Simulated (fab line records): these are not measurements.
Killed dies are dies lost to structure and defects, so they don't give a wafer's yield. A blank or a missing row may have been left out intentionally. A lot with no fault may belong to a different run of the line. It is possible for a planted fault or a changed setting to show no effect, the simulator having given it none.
Which tool was responsible? / flow sky130 / Sampling: 15 lots, 45 wafers, 5 of 708 route steps

WHAT EACH GAUGE READ, for each wafer
SKY_VIA2_CD_MEAS_12 targets a cd of 200 nm.
lot=L203; measured=day 36 04:16; on=cd sem-01; cd nm (nm)=201.8 201.5 201.1
lot=L204; measured=day 36 12:04; on=cd sem-01; cd nm (nm)=199.1 201.0 201.0
lot=L206; measured=day 37 06:25; on=cd sem-01; cd nm (nm)=199.2 198.1 198.3
lot=L207; measured=day 37 18:05; on=cd sem-02; cd nm (nm)=199.1 197.6 197.9
lot=L208; measured=day 37 20:08; on=cd sem-02; cd nm (nm)=201.8 200.3 200.1
lot=L210; measured=day 38 14:20; on=cd sem-02; cd nm (nm)=201.3 202.2 201.3
lot=L212; measured=day 39 12:46; on=cd sem-01; cd nm (nm)=200.2 199.8 199.9
lot=L213; measured=day 39 16:32; on=cd sem-01; cd nm (nm)=198.4 198.2 199.9
lot=L214; measured=day 39 23:57; on=cd sem-02; cd nm (nm)=200.4 199.1 199.6
lot=L215; measured=day 40 04:35; on=cd sem-02; cd nm (nm)=199.5 200.6 201.2
lot=L216; measured=day 40 12:22; on=cd sem-02; cd nm (nm)=201.2 200.1 199.8
lot=L217; measured=day 40 20:05; on=cd sem-02; cd nm (nm)=199.9 200.2 200.8
lot=L224; measured=day 42 18:20; on=cd sem-01; cd nm (nm)=200.4 198.7 198.6
lot=L226; measured=day 42 21:14; on=cd sem-01; cd nm (nm)=197.7 199.7 197.6
lot=L225; measured=day 43 00:36; on=cd sem-02; cd nm (nm)=201.3 199.7 199.8

SKY_VIA4_BOW_MEAS_03.
lot=L203; measured=day 41 15:50; on=film metro-01; VIA4_BOW (um)=74 80 73
lot=L204; measured=day 41 23:10; on=film metro-01; VIA4_BOW (um)=80 77 83
lot=L206; measured=day 42 16:01; on=film metro-04; VIA4_BOW (um)=82 73 76
lot=L207; measured=day 43 02:32; on=film metro-01; VIA4_BOW (um)=69 83 79
lot=L208; measured=day 43 04:44; on=film metro-01; VIA4_BOW (um)=72 70 78
lot=L210; measured=day 43 21:27; on=film metro-04; VIA4_BOW (um)=96 66 81
lot=L212; measured=day 44 18:03; on=film metro-04; VIA4_BOW (um)=85 70 81
lot=L213; measured=day 44 20:06; on=film metro-01; VIA4_BOW (um)=81 76 80
lot=L214; measured=day 45 04:11; on=film metro-04; VIA4_BOW (um)=71 85 87
lot=L215; measured=day 45 06:01; on=film metro-03; VIA4_BOW (um)=143 122 129
lot=L216; measured=day 45 11:15; on=film metro-01; VIA4_BOW (um)=144 150 135
lot=L217; measured=day 45 19:47; on=film metro-04; VIA4_BOW (um)=124 118 123
lot=L224; measured=day 47 13:17; on=film metro-03; VIA4_BOW (um)=72 91 82
lot=L226; measured=day 47 14:26; on=film metro-04; VIA4_BOW (um)=82 86 69
lot=L225; measured=day 47 20:02; on=film metro-03; VIA4_BOW (um)=68 64 87

WHICH TOOL RAN EACH LOT (tool, then ch and the chambers of the sampled wafers, then the start)
lot=L203; SKY_VIA1_CVD_21=cvd w-01 ch 0,1, day 33 21:23; SKY_METAL2_DESCUM_17=rie metal-03 ch 0, day 35 00:46; SKY_VIA4_CMP_02=cmp-02 ch 1,2,3, day 41 15:31
lot=L204; SKY_VIA1_CVD_21=cvd w-01 ch 0,1, day 34 05:29; SKY_METAL2_DESCUM_17=rie metal-04 ch 1, day 35 08:56; SKY_VIA4_CMP_02=cmp-02 ch 1,2, day 41 22:54
lot=L206; SKY_VIA1_CVD_21=cvd w-02 ch 1, day 35 00:19; SKY_METAL2_DESCUM_17=rie metal-01 ch 0, day 36 03:29; SKY_VIA4_CMP_02=cmp-01 ch 2,3, day 42 15:45
lot=L207; SKY_VIA1_CVD_21=cvd w-02 ch 0,1, day 35 12:20; SKY_METAL2_DESCUM_17=rie metal-01 ch 0,1, day 36 15:27; SKY_VIA4_CMP_02=cmp-02 ch 1,2,3, day 43 02:20
lot=L208; SKY_VIA1_CVD_21=cvd w-02 ch 0,1, day 35 15:17; SKY_METAL2_DESCUM_17=rie metal-03 ch 0,1, day 36 18:02; SKY_VIA4_CMP_02=cmp-02 ch 0,2,3, day 43 04:26
lot=L210; SKY_VIA1_CVD_21=cvd w-01 ch 0,1, day 36 09:26; SKY_METAL2_DESCUM_17=rie metal-04 ch 0,1, day 37 11:53; SKY_VIA4_CMP_02=cmp-01 ch 1,2,3, day 43 21:12
lot=L212; SKY_VIA1_CVD_21=cvd w-02 ch 0,1, day 37 08:29; SKY_METAL2_DESCUM_17=rie metal-01 ch 0, day 38 10:39; SKY_VIA4_CMP_02=cmp-02 ch 0,1,3, day 44 17:47
lot=L213; SKY_VIA1_CVD_21=cvd w-02 ch 0,1, day 37 12:34; SKY_METAL2_DESCUM_17=rie metal-03 ch 0,1, day 38 14:33; SKY_VIA4_CMP_02=cmp-01 ch 1,2, day 44 19:48
lot=L214; SKY_VIA1_CVD_21=cvd w-01 ch 0,1, day 37 19:44; SKY_METAL2_DESCUM_17=rie metal-04 ch 0,1, day 38 21:44; SKY_VIA4_CMP_02=cmp-02 ch 0,2, day 45 03:55
lot=L215; SKY_VIA1_CVD_21=cvd w-02 ch 0,1, day 38 01:23; SKY_METAL2_DESCUM_17=rie metal-01 ch 0,1, day 39 02:39; SKY_VIA4_CMP_02=cmp-01 ch 1,2,3, day 45 05:43
lot=L216; SKY_VIA1_CVD_21=cvd w-02 ch 0,1, day 38 08:31; SKY_METAL2_DESCUM_17=rie metal-04 ch 0,1, day 39 10:13; SKY_VIA4_CMP_02=cmp-01 ch 1,2,3, day 45 11:02
lot=L217; SKY_VIA1_CVD_21=cvd w-02 ch 0,1, day 38 17:37; SKY_METAL2_DESCUM_17=rie metal-04 ch 0, day 39 19:22; SKY_VIA4_CMP_02=cmp-01 ch 0,1,2, day 45 19:32
lot=L224; SKY_VIA1_CVD_21=cvd w-02 ch 0, day 40 17:47; SKY_METAL2_DESCUM_17=rie metal-04 ch 0,1, day 41 17:59; SKY_VIA4_CMP_02=cmp-02 ch 1,2,3, day 47 12:59
lot=L226; SKY_VIA1_CVD_21=cvd w-02 ch 1, day 40 20:14; SKY_METAL2_DESCUM_17=rie metal-04 ch 1, day 41 21:02; SKY_VIA4_CMP_02=cmp-01 ch 0,3, day 47 14:08
lot=L225; SKY_VIA1_CVD_21=cvd w-02 ch 0,1, day 40 23:00; SKY_METAL2_DESCUM_17=rie metal-04 ch 0,1, day 42 00:05; SKY_VIA4_CMP_02=cmp-02 ch 0,1,2, day 47 19:43
- SKY_VIA1_CVD_21: deposits W, target thk 270 nm, time 80.902 s.
- SKY_METAL2_DESCUM_17: chemistry O2, time 8 s.
- SKY_VIA4_CMP_02: polishes SiO2.

AS READ BY THE TOOLS THEMSELVES (means over the sampled wafers that have a number; for cases with no such wafer, the mark the record gives instead)
SKY_VIA1_CVD_21.
lot=L203; tool=cvd w-01; heater power w (W)=790
lot=L204; tool=cvd w-01; heater power w (W)=813
lot=L206; tool=cvd w-02; heater power w (W)=907
lot=L207; tool=cvd w-02; heater power w (W)=959
lot=L208; tool=cvd w-02; heater power w (W)=972
lot=L210; tool=cvd w-01; heater power w (W)=823
lot=L212; tool=cvd w-02; heater power w (W)=931
lot=L213; tool=cvd w-02; heater power w (W)=956
lot=L214; tool=cvd w-01; heater power w (W)=820
lot=L215; tool=cvd w-02; heater power w (W)=961
lot=L216; tool=cvd w-02; heater power w (W)=971
lot=L217; tool=cvd w-02; heater power w (W)=980
lot=L224; tool=cvd w-02; heater power w (W)=990
lot=L226; tool=cvd w-02; heater power w (W)=920
lot=L225; tool=cvd w-02; heater power w (W)=957

SKY_METAL2_DESCUM_17.
lot=L203; tool=rie metal-03; drypump motor current A (A)=5.3; oes product au (a.u.)=1.014
lot=L204; tool=rie metal-04; drypump motor current A (A)=5.0; oes product au (a.u.)=0.991
lot=L206; tool=rie metal-01; drypump motor current A (A)=5.2; oes product au (a.u.)=0.994
lot=L207; tool=rie metal-01; drypump motor current A (A)=5.6; oes product au (a.u.)=0.987
lot=L208; tool=rie metal-03; drypump motor current A (A)=5.6; oes product au (a.u.)=1.011
lot=L210; tool=rie metal-04; drypump motor current A (A)=5.3; oes product au (a.u.)=1.007
lot=L212; tool=rie metal-01; drypump motor current A (A)=5.3; oes product au (a.u.)=0.988
lot=L213; tool=rie metal-03; drypump motor current A (A)=5.9; oes product au (a.u.)=1.007
lot=L214; tool=rie metal-04; drypump motor current A (A)=5.5; oes product au (a.u.)=0.989
lot=L215; tool=rie metal-01; drypump motor current A (A)=5.7; oes product au (a.u.)=0.994
lot=L216; tool=rie metal-04; drypump motor current A (A)=5.3; oes product au (a.u.)=0.997
lot=L217; tool=rie metal-04; drypump motor current A (A)=5.8; oes product au (a.u.)=1.004
lot=L224; tool=rie metal-04; drypump motor current A (A)=5.5; oes product au (a.u.)=0.990
lot=L226; tool=rie metal-04; drypump motor current A (A)=5.0; oes product au (a.u.)=0.987
lot=L225; tool=rie metal-04; drypump motor current A (A)=5.2; oes product au (a.u.)=0.998

SKY_VIA4_CMP_02.
lot=L203; tool=cmp-02; edge zone pressure frac=1.001; head pressure psi (psi)=4.002; motor current A (A)=12.3; retaining ring pressure frac=0.999
lot=L204; tool=cmp-02; edge zone pressure frac=0.999; head pressure psi (psi)=3.999; motor current A (A)=12.3; retaining ring pressure frac=1.001
lot=L206; tool=cmp-01; edge zone pressure frac=1.004; head pressure psi (psi)=3.995; motor current A (A)=12.0; retaining ring pressure frac=1.002
lot=L207; tool=cmp-02; edge zone pressure frac=0.996; head pressure psi (psi)=4.001; motor current A (A)=12.4; retaining ring pressure frac=0.998
lot=L208; tool=cmp-02; edge zone pressure frac=1.004; head pressure psi (psi)=4.000; motor current A (A)=11.7; retaining ring pressure frac=0.998
lot=L210; tool=cmp-01; edge zone pressure frac=0.996; head pressure psi (psi)=4.000; motor current A (A)=12.0; retaining ring pressure frac=1.000
lot=L212; tool=cmp-02; edge zone pressure frac=1.005; head pressure psi (psi)=4.001; motor current A (A)=11.8; retaining ring pressure frac=1.001
lot=L213; tool=cmp-01; edge zone pressure frac=0.995; head pressure psi (psi)=3.997; motor current A (A)=12.1; retaining ring pressure frac=0.995
lot=L214; tool=cmp-02; edge zone pressure frac=1.000; head pressure psi (psi)=4.002; motor current A (A)=11.5; retaining ring pressure frac=1.000
lot=L215; tool=cmp-01; edge zone pressure frac=-; head pressure psi (psi)=-; motor current A (A)=-; retaining ring pressure frac=-
lot=L216; tool=cmp-01; edge zone pressure frac=-; head pressure psi (psi)=-; motor current A (A)=-; retaining ring pressure frac=-
lot=L217; tool=cmp-01; edge zone pressure frac=-; head pressure psi (psi)=-; motor current A (A)=-; retaining ring pressure frac=-
lot=L224; tool=cmp-02; edge zone pressure frac=1.002; head pressure psi (psi)=4.006; motor current A (A)=11.9; retaining ring pressure frac=1.002
lot=L226; tool=cmp-01; edge zone pressure frac=1.004; head pressure psi (psi)=4.005; motor current A (A)=12.8; retaining ring pressure frac=0.998
lot=L225; tool=cmp-02; edge zone pressure frac=0.997; head pressure psi (psi)=4.011; motor current A (A)=11.4; retaining ring pressure frac=1.001

THE ANSWER, worked out from the rows above alone
Rule: usual is defined by the lots themselves. The widest of any qualifying gaps counts: lots, ordered by their means at a reading, are off when they make up no more than a third of the lots, leave a main group of 4 or more, and stand apart from it by 3 or more times the standard deviation of that group's means. A main group is skipped when, at the precision printed for the reading in the tables above, its means are all equal. A lot without any number at a reading at which 4 lots or more have one is off too. Where the step has rows for the other lots, those lots are counted as sound. After the gauges, taken in route order, come the tools' own readings; for these a lot's mean is taken, as printed above. The first step at which some lot is off is used, and at that step the reading that is off furthest; a lot without a number counts as furthest.
Off: L215, L216, L217, at SKY_VIA4_BOW_MEAS_03 (VIA4_BOW). For the main group the mean is 78 um and the standard deviation 2.8.
A tool fits if, at a process step before that reading, it ran every lot that is off, and no sound lot after the first of them. Not tried: the gauges at SKY_VIA4_BOW_MEAS_03; whatever is off there is also off at SKY_VIA4_CMP_02, on other tools, and gauge error can't account for it. Of those tried, none fits.

WHAT THE SIMULATOR PUT IN
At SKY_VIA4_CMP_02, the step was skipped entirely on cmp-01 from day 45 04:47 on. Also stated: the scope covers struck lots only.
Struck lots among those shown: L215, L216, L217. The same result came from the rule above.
